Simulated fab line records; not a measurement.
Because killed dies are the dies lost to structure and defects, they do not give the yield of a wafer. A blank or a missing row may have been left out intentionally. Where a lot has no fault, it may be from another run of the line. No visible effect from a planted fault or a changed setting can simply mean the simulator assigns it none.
Chamber matching | flow gf180mcu | 4 sister chambers for GF_M5_ETCH_09 on rieDiel-03
The step etches Si3N4 in CF4/O2, target depth 52 nm, time 11.6 s. 4 wafers are shown with their chamber, then 8 later ones without.

## WAFERS WITH THEIR CHAMBER
wafer  | chamber | drypumpMotorCurrentA (A)
L266.1 | 2       | 5.8
L266.3 | 1       | 4.9
L266.4 | 0       | 6.4
L275.3 | 3       | 5.4

## WAFERS WHOSE CHAMBER IS MISSING
wafer  | drypumpMotorCurrentA (A)
L275.5 | 5.8
L275.6 | 5.5
L276.3 | 6.4
L276.5 | 6.4
L276.6 | 4.9
L277.2 | 5.5
L277.4 | 5.8
L277.5 | 5.8

## CHAMBER TAKEN BY EACH
wafer  | from the rows above | in truth
L275.5 | 2                   | 2
L275.6 | 3                   | 3
L276.3 | 0                   | 0
L276.5 | 0                   | 0
L276.6 | 1                   | 1
L277.2 | 3                   | 3
L277.4 | 2                   | 2
L277.5 | 2                   | 2
Correctly placed: 8 of 8. Can't be placed from these rows: 0. Placed wrongly: 0.
How it was worked out, from the rows above alone: a wafer's distance from a chamber is the root of the sum, over the readings, of the square of ((its reading less the chamber's mean) divided by the reading's scatter). The wafer belongs to the nearest chamber; if the next one is less than 2 further off, it can't be placed. A chamber's mean is the mean of its shown wafers. The scatter: root of mean squared gap, hidden wafer to nearest shown wafer, with one shown wafer a chamber.
